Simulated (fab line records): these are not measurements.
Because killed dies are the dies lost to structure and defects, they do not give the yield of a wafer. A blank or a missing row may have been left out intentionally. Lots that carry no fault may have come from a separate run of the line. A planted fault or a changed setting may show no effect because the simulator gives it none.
fab line records + flow sky130
record:
- lots: 5
- wafers: 15
- last_day: 49
route steps=708 shown VIA2@509 PAD_OPEN@708
lots with no fault: from the same line, run without faults
start_h: hours from the record's opening day to when the first of the lot's shown wafers began + wait_h: hours from the lot's prior step to this one + " same as the row above + L1.1+2: a row that stands for several wafers + - no value, or no start given + * or withheld: withheld + < > ~ a bound
route shown NAME@n: names a module that has steps shown in the file, with the first one's number in the route + usual: mean and standard deviation over wafers with no fault + same: alike in all rows + chamber/n: place in a boat + sites: the reading at each site + _std_site: standard deviation of those values + _edge_site: the outer-site mean with the inner-site mean subtracted + radius_mm: for every site, how far away it sits from the centre of the wafer + mask NAME#n: copy n + behind: the last tool/chamber to shape the wafer + hold: cause of the lot's hold/its duration in hours/its outcome + device: whichever transistor did not switch (one of n, p or np) + end of line: the same wafers' tests at the end of the route + for a step that has no rows: nothing shown but its recipe + killed: dies that structure and defects cost at the first sort, which is not the same as the wafer's yield + map: a wafer's dies, marking killed ones x, the rest . and places with no die _
set.NAME: the setting that was run; set.NAME@STEP: the one run at that earlier step + model.NAME: the simulator's own value behind a step, which no gauge read
a table for each step, a row for each wafer; lots at some steps of the route
services: from which hour (start_h, from the record's first day; less than 0 if before it) a tool's chamber was out of use, for how many hours, and why
== steps ==
step: SKY_VIA2_CMP_02
recipe:
- material: SiO2
- down_force_psi: 4
- platen_rpm: 60
- pad_velocity_m_s: 0.94248
usual:
- motor_current_A: 12.1/1.3
| lot.wafer | tool   | chamber | start_h | wait_h | motor_current_A |
|-----------|--------|---------|---------|--------|-----------------|
| L518.4    | cmp-01 | 0       | 820.37  | 0.0    | 10.9            |
| L518.1    | "      | 1       | "       | "      | 14.7            |
| L518.3    | "      | 2       | "       | "      | 11.3            |
| L524.3    | cmp-01 | 3       | 882.66  | 0.1    | 11.6            |
| L524.4    | "      | 0       | "       | "      | 11.0            |
| L524.1    | "      | 2       | "       | "      | 11.7            |
| L534.1    | cmp-02 | 1       | 947.27  | 0.1    | 11.7            |
| L534.2    | "      | 2       | "       | "      | 13.1            |
| L534.5    | "      | 1       | "       | "      | 11.8            |
| L537.3    | cmp-01 | 1       | 959.67  | 0.1    | 14.1            |
| L537.1    | "      | 2       | "       | "      | 11.5            |
| L537.5    | "      | 0       | "       | "      | 10.7            |
| L538.1    | cmp-02 | 3       | 965.20  | 0.1    | 13.3            |
| L538.2    | "      | 0       | "       | "      | 10.4            |
| L538.4    | "      | 1       | "       | "      | 11.2            |
step: SKY_VIA2_BOW_MEAS_03
recipe:
- mode: bow
usual:
- VIA2_BOW: 85/7.1
| lot.wafer | tool          | chamber | start_h | wait_h | VIA2_BOW[um] |
|-----------|---------------|---------|---------|--------|--------------|
| L518.1    | film_metro-02 | -       | 820.67  | 0.2    | 90           |
| L518.3    | "             | -       | "       | "      | 89           |
| L518.4    | "             | -       | "       | "      | 93           |
| L524.1    | film_metro-02 | -       | 882.96  | 0.1    | 78           |
| L524.3    | "             | -       | "       | "      | 87           |
| L524.4    | "             | -       | "       | "      | 76           |
| L534.1    | film_metro-02 | -       | 947.57  | 0.2    | 74           |
| L534.2    | "             | -       | "       | "      | 78           |
| L534.5    | "             | -       | "       | "      | 89           |
| L537.1    | film_metro-01 | -       | 959.87  | 0.1    | 81           |
| L537.3    | "             | -       | "       | "      | 80           |
| L537.5    | "             | -       | "       | "      | 81           |
| L538.1    | film_metro-01 | -       | 965.50  | 0.2    | 87           |
| L538.2    | "             | -       | "       | "      | 89           |
| L538.4    | "             | -       | "       | "      | 71           |
step: SKY_VIA2_DEHYDRATE_04
recipe:
- temp_c: 200
- time_s: 60
step: SKY_VIA2_HMDS_05
recipe:
- prime_time_s: 60
- prime_temp_c: 120
step: SKY_VIA2_COAT_06
recipe:
- resist: BARC
- temp_c: withheld
- time_s: withheld
- spin_rpm: 3000
- resist_thk_nm: 60
step: SKY_VIA2_COAT_07
recipe:
- resist: KrF-thick
- spin_rpm: 3000
- resist_thk_nm: 450
step: SKY_VIA2_SOFTBAKE_08
recipe:
- temp_c: 100
- time_s: 90
- resist: KrF-thick
step: SKY_VIA2_EXPOSE_09
recipe:
- mask_id: VIM2
- na: 0.8
- source_shape: annular
- sigma_inner: 0.55
- sigma_outer: 0.85
- target_cd_nm: 200
- dose_mj: 38
step: SKY_VIA2_PEB_10
recipe:
- peb_temp_c: withheld
- peb_time_s: withheld
- resist: KrF-thick
step: SKY_VIA2_DEVELOP_11
recipe:
- develop_time_s: 60
- resist: KrF-thick
- dev_temp_c: 21
step: SKY_VIA2_CD_MEAS_12
recipe:
- target_cd_nm: 200
usual:
- cd_nm: 200.4/1.2
| lot.wafer | tool      | chamber | start_h | wait_h | cd_nm |
|-----------|-----------|---------|---------|--------|-------|
| L518.1    | cd_sem-02 | -       | 846.11  | -      | 199.1 |
| L518.3    | "         | -       | "       | "      | 200.0 |
| L518.4    | "         | -       | "       | "      | 201.4 |
| L524.1    | cd_sem-02 | -       | 908.20  | -      | 200.9 |
| L524.3    | "         | -       | "       | "      | 199.7 |
| L524.4    | "         | -       | "       | "      | 199.5 |
| L534.1    | cd_sem-02 | -       | 972.10  | -      | 202.6 |
| L534.2    | "         | -       | "       | "      | 202.4 |
| L534.5    | "         | -       | "       | "      | 201.5 |
| L537.1    | cd_sem-02 | -       | 984.05  | -      | 200.1 |
| L537.3    | "         | -       | "       | "      | 201.4 |
| L537.5    | "         | -       | "       | "      | 200.0 |
| L538.1    | cd_sem-02 | -       | 989.65  | -      | 200.9 |
| L538.2    | "         | -       | "       | "      | 200.7 |
| L538.4    | "         | -       | "       | "      | 199.4 |
step: SKY_VIA2_OVL_MEAS_13
usual:
- VIA2_OVL: 1/5.8
| lot.wafer | tool       | chamber | start_h | wait_h | VIA2_OVL[nm] |
|-----------|------------|---------|---------|--------|--------------|
| L518.1    | overlay-02 | -       | 846.23  | 0.1    | -11          |
| L518.3    | "          | -       | "       | "      | -6           |
| L518.4    | "          | -       | "       | "      | -1           |
| L524.1    | overlay-01 | -       | 908.34  | 0.1    | 2            |
| L524.3    | "          | -       | "       | "      | 6            |
| L524.4    | "          | -       | "       | "      | 1            |
| L534.1    | overlay-01 | -       | 972.22  | 0.1    | 7            |
| L534.2    | "          | -       | "       | "      | 9            |
| L534.5    | "          | -       | "       | "      | -2           |
| L537.1    | overlay-01 | -       | 984.17  | 0.1    | 2            |
| L537.3    | "          | -       | "       | "      | 4            |
| L537.5    | "          | -       | "       | "      | 1            |
| L538.1    | overlay-02 | -       | 989.77  | 0.1    | 3            |
| L538.2    | "          | -       | "       | "      | 10           |
| L538.4    | "          | -       | "       | "      | 4            |
step: SKY_VIA2_ETCH_14
recipe:
- chemistry: N2/H2
- target: BARC
- ion_energy_ev: 200
- source_w: 500
- bias_w: 100
- pressure_mtorr: 30
- n2_flow_sccm: 100
- h2_flow_sccm: 200
- stop_on: SiO2
- time_s: 45.9
- target_depth_a: 600
usual:
- drypump_motor_current_A: 5.7/0.42
- oes_product_au: 0.854/0.0047
- throttle_valve_pct: 13.224/0.0082
same:
- time_s: 45.9
| lot.wafer | tool        | chamber | start_h | wait_h | drypump_motor_current_A | oes_product_au | rf_hours_counter_h | throttle_valve_pct | model.KrF-thick_of_VIA2_COAT_07.thk_nm | model.VIA2.cd_nm |
|-----------|-------------|---------|---------|--------|-------------------------|----------------|--------------------|--------------------|----------------------------------------|------------------|
| L518.1    | rie_diel-01 | 0       | 846.26  | 0.0    | 5.3                     | 0.854          | 8                  | 13.216             | 391.7                                  | 199.1            |
| L518.3    | "           | 2       | "       | "      | 6.2                     | 0.854          | 31                 | 13.215             | 390.6                                  | 200.2            |
| L518.4    | "           | 3       | "       | "      | 5.9                     | 0.853          | 17                 | 13.226             | 393.1                                  | 201.2            |
| L524.1    | rie_diel-04 | 2       | 908.38  | 0.0    | 5.5                     | 0.850          | 14                 | 13.221             | 392.8                                  | 201              |
| L524.3    | "           | 3       | "       | "      | 5.3                     | 0.859          | 20                 | 13.211             | 395.5                                  | 199.8            |
| L524.4    | "           | 1       | "       | "      | 4.8                     | 0.855          | 6                  | 13.224             | 392.3                                  | 200              |
| L534.1    | rie_diel-04 | 2       | 972.26  | 0.0    | 5.5                     | 0.865          | 16                 | 13.212             | 391.8                                  | 203.1            |
| L534.2    | "           | 0       | "       | "      | 6.3                     | 0.852          | 15                 | 13.226             | 372.9                                  | 206.1            |
| L534.5    | "           | 2       | "       | "      | 5.5                     | 0.851          | -                  | 13.219             | 392                                    | 201.8            |
| L537.1    | rie_diel-01 | 1       | 984.21  | 0.0    | 5.8                     | 0.862          | 19                 | 13.225             | 395.4                                  | 199.6            |
| L537.3    | "           | 2       | "       | "      | 6.2                     | 0.854          | 4                  | 13.237             | 392.3                                  | 201.1            |
| L537.5    | "           | 0       | "       | "      | 5.3                     | 0.854          | -                  | 13.239             | 393.8                                  | 199              |
| L538.1    | rie_diel-01 | 1       | 989.81  | 0.0    | 5.8                     | 0.850          | 19                 | 13.216             | 392.9                                  | 200.7            |
| L538.2    | "           | 0       | "       | "      | 5.3                     | 0.853          | 13                 | 13.227             | 392.8                                  | 200.3            |
| L538.4    | "           | 2       | "       | "      | 6.2                     | 0.865          | 4                  | 13.214             | 393.6                                  | 199.3            |
step: SKY_VIA2_ETCH_15
recipe:
- target: SiO2
- chemistry: C4F8/O2/Ar
- target_depth_nm: 546
- stop_on: TiN
- mask_material: KrF-thick
- source_w: 1500
- bias_w: 1200
- pressure_mtorr: 40
- c4f8_flow_sccm: withheld
- O2_flow_sccm: 6
- Ar_flow_sccm: 300
- time_s: 84
usual:
- oes_product_au: 0.940/0.0048
same:
- time_s: 84
| lot.wafer | tool        | chamber | start_h | wait_h | oes_product_au | rf_hours_counter_h | model.KrF-thick_of_VIA2_COAT_07.thk_nm |
|-----------|-------------|---------|---------|--------|----------------|--------------------|----------------------------------------|
| L518.1    | rie_diel-01 | 0       | 846.30  | 0.0    | 0.942          | 8                  | 282.8                                  |
| L518.3    | "           | 2       | "       | "      | 0.945          | 31                 | 279.5                                  |
| L518.4    | "           | 3       | "       | "      | 0.940          | 17                 | 286                                    |
| L524.1    | rie_diel-04 | 2       | 908.42  | 0.0    | 0.937          | 14                 | 284.8                                  |
| L524.3    | "           | 3       | "       | "      | 0.942          | 20                 | 290.3                                  |
| L524.4    | "           | 1       | "       | "      | 0.943          | 6                  | 284.4                                  |
| L534.1    | rie_diel-04 | 2       | 972.30  | 0.0    | 0.937          | 16                 | 282.2                                  |
| L534.2    | "           | 0       | "       | "      | 0.939          | 15                 | 262.5                                  |
| L534.5    | "           | 2       | "       | "      | 0.924          | -                  | 284                                    |
| L537.1    | rie_diel-01 | 1       | 984.25  | 0.0    | 0.944          | 19                 | 287.4                                  |
| L537.3    | "           | 2       | "       | "      | 0.945          | 4                  | 283.2                                  |
| L537.5    | "           | 0       | "       | "      | 0.946          | -                  | 285.5                                  |
| L538.1    | rie_diel-01 | 1       | 989.85  | 0.0    | 0.937          | 19                 | 285.6                                  |
| L538.2    | "           | 0       | "       | "      | 0.938          | 14                 | 285.2                                  |
| L538.4    | "           | 2       | "       | "      | 0.941          | 4                  | 285.6                                  |
step: SKY_VIA2_STRIP_16
recipe:
- chemistry: O2/N2
- power_w: 1400
- pressure_mtorr: 1500
- platen_temp_c: withheld
- o2_flow_sccm: 3000
- n2_flow_sccm: 300
- overash_fraction: 0.5
usual:
- drypump_motor_current_A: 5.4/0.4
- oes_product_au: 0.399/0.0044
- strip_time_to_endpoint_s: 4.063/0.026
same:
- overash_fraction: 0.5
| lot.wafer | tool            | chamber | start_h | wait_h | drypump_motor_current_A | oes_product_au | rf_hours_counter_h | strip_time_to_endpoint_s |
|-----------|-----------------|---------|---------|--------|-------------------------|----------------|--------------------|--------------------------|
| L518.1    | plasma_asher-03 | 1       | 846.37  | 0.0    | 5.4                     | 0.394          | 10                 | 4.050                    |
| L518.3    | "               | 0       | "       | "      | 6.4                     | 0.400          | -                  | 4.004                    |
| L518.4    | "               | 1       | "       | "      | 5.4                     | 0.403          | -                  | 4.074                    |
| L524.1    | plasma_asher-02 | 1       | 908.57  | 0.1    | 5.6                     | 0.393          | 111                | 4.075                    |
| L524.3    | "               | 1       | "       | "      | 5.6                     | 0.403          | -                  | 4.126                    |
| L524.4    | "               | 0       | "       | "      | 4.9                     | 0.396          | -                  | 4.057                    |
| L534.1    | plasma_asher-01 | 0       | 972.36  | 0.0    | 5.2                     | 0.399          | 51                 | 4.045                    |
| L534.2    | "               | 1       | "       | "      | 5.4                     | 0.382          | 51                 | 3.844                    |
| L534.5    | "               | 0       | "       | "      | 5.2                     | 0.402          | -                  | 4.054                    |
| L537.1    | plasma_asher-02 | 0       | 984.31  | 0.0    | 4.9                     | 0.393          | 118                | 4.078                    |
| L537.3    | "               | 0       | "       | "      | 4.9                     | 0.395          | -                  | 4.057                    |
| L537.5    | "               | 0       | "       | "      | 4.9                     | 0.403          | -                  | 4.076                    |
| L538.1    | plasma_asher-01 | 0       | 989.91  | 0.0    | 5.2                     | 0.397          | 53                 | 4.077                    |
| L538.2    | "               | 1       | "       | "      | 5.4                     | 0.392          | 53                 | 4.049                    |
| L538.4    | "               | 0       | "       | "      | 5.2                     | 0.403          | -                  | 4.071                    |
step: SKY_VIA2_STRIP_17
recipe:
- chemistry: post_etch_residue_remover
- time_s: 1200
- temp_c: 72.5
step: SKY_PAD_OPEN_PROBE_99
usual:
- defect_limited_yield: 82.6/1.9
- killed_at_M0_to_M3: 42/7.1
- killed_at_M4_up: 3.3/1.9
- killed_at_contacts: 24/5
- killed_at_front_end: 15/4.7
- killed_at_other: 0.3/0.61
- killed_dies: 86/9.6
- killed_on_rim: 17/3.8
- killed_open: 47/7.5
- killed_short: 38/6.6
- sort_bin_3_pad_short: 0.9/0.42
- sort_bin_5_function: 10.2/1.5
- sort_bin_6_memory: 6.3/1.1
- sort_n_pass: 406/9.6
- sort_yield_pct: 82.6/1.9
same:
- gross_dies: 492
- killed_at_back_side: 0
- sort_bin_4_leakage[%]: 0
- sort_bin_8_speed[%]: 0
| lot.wafer | tool      | chamber | start_h | wait_h | defect_limited_yield[%] | killed_at_M0_to_M3 | killed_at_M4_up | killed_at_contacts | killed_at_front_end | killed_at_other | killed_dies | killed_on_rim | killed_open | killed_short | sort_bin_3_pad_short[%] | sort_bin_5_function[%] | sort_bin_6_memory[%] | sort_n_pass | sort_yield_pct[%] |
|-----------|-----------|---------|---------|--------|-------------------------|--------------------|-----------------|--------------------|---------------------|-----------------|-------------|---------------|-------------|--------------|-------------------------|------------------------|----------------------|-------------|-------------------|
| L524.1    | prober-01 | -       | 1124.85 | 0.1    | 81.7                    | 40                 | 7               | 24                 | 18                  | 1               | 90          | 18            | 46          | 44           | 0.8                     | 10.0                   | 7.5                  | 402         | 81.7              |
| L524.3    | prober-01 | -       | 1124.95 | 0.2    | 82.5                    | 37                 | 9               | 22                 | 18                  | 0               | 86          | 12            | 44          | 42           | 1.0                     | 10.6                   | 5.9                  | 406         | 82.5              |
| L524.4    | prober-01 | -       | 1125.00 | 0.2    | 83.7                    | 40                 | 3               | 25                 | 12                  | 0               | 80          | 17            | 36          | 44           | 1.2                     | 8.1                    | 6.9                  | 412         | 83.7              |
killed by level:class
L524.1 CONTACT:geometric_particle:open=10 VIA1:geometric_particle:open=7 VIA1:geometric_particle:short=7 FIELD_ISO:geometric_particle:open=6 METAL2:geometric_particle:short=5 METAL4:geometric_particle:short=5 POLY_GATE:geometric_particle:short=4 LI_CONTACT:geometric_particle:open=4
L524.3 CONTACT:geometric_particle:open=10 VIA3:geometric_particle:open=7 METAL4:geometric_particle:short=7 METAL2:geometric_particle:short=6 POLY_GATE:geometric_particle:short=5 LI_CONTACT:geometric_particle:open=5 VIA1:geometric_particle:open=5 VIA2:geometric_particle:short=4
L524.4 CONTACT:geometric_particle:open=9 CONTACT:geometric_particle:short=9 VIA3:geometric_particle:open=8 METAL1:geometric_particle:short=7 VIA1:geometric_particle:open=6 LI_CONTACT:geometric_particle:open=5 VIA2:geometric_particle:open=4 SPACER:geometric_particle:short=4
== services ==
| tool            | chamber | start_h | hours | kind                           |
|-----------------|---------|---------|-------|--------------------------------|
| rie_diel-04     | -       | 806.80  | 11.1  | repair                         |
| plasma_asher-03 | -       | 807.92  | 1.5   | repair                         |
| rie_diel-01     | 2       | 847.42  | -     | clean                          |
| rie_diel-01     | 2       | 847.42  | 15.9  | scheduled_down                 |
| rie_diel-01     | 2       | 847.42  | 15.9  | vent_cycle                     |
| plasma_asher-03 | -       | 849.57  | 1.6   | repair                         |
| cmp-01          | -       | 864.45  | 6.7   | pm                             |
| plasma_asher-03 | -       | 896.06  | 14.6  | pm                             |
| cmp-02          | -       | 896.10  | 2.9   | repair                         |
| plasma_asher-01 | -       | 901.72  | 17.5  | repair                         |
| cmp-01          | -       | 905.01  | 0.5   | repair                         |
| rie_diel-04     | -       | 905.36  | 1.4   | repair                         |
| cmp-02          | -       | 912.23  | 4.0   | pm                             |
| cmp-02          | -       | 913.34  | 1.3   | repair                         |
| cmp-02          | -       | 916.23  | -     | consumable_replace:conditioner |
| cmp-02          | -       | 916.23  | -     | consumable_replace:pad         |
| rie_diel-04     | 1       | 946.62  | 46.5  | repair                         |
| plasma_asher-02 | -       | 959.31  | 0.7   | repair                         |
| plasma_asher-02 | -       | 965.14  | 0.4   | repair                         |
| plasma_asher-01 | -       | 966.48  | 3.2   | repair                         |
| plasma_asher-02 | -       | 974.33  | 7.7   | pm                             |
| plasma_asher-02 | -       | 988.45  | 8.2   | repair                         |
== key ==
first_sign:
- step: SKY_VIA2_STRIP_16
- reading: strip_time_to_endpoint_s
- direction: down
- sigmas: 8.4
- usual: *
- struck: *
effect none on later readings
model_effect:
- step: SKY_VIA2_ETCH_14
- value: KrF-thick_of_VIA2_COAT_07.thk_nm
- without: 390.1
- struck: 372.9
model_effect:
- step: SKY_VIA2_ETCH_15
- value: KrF-thick_of_VIA2_COAT_07.thk_nm
- without: 279.7
- struck: 262.5
met_at SKY_VIA2_ETCH_14
struck_wafers L534.2
onset_between 908.38 972.26
fault:
- kind: process_parameter_drift
- tool: rie_diel-04
- chamber: -
- onset_h: 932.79
- steps: SKY_VIA2_ETCH_14
- channel: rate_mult
- offset: 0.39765
- shape: step
- end_h: 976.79
- scope: struck_wafers_only
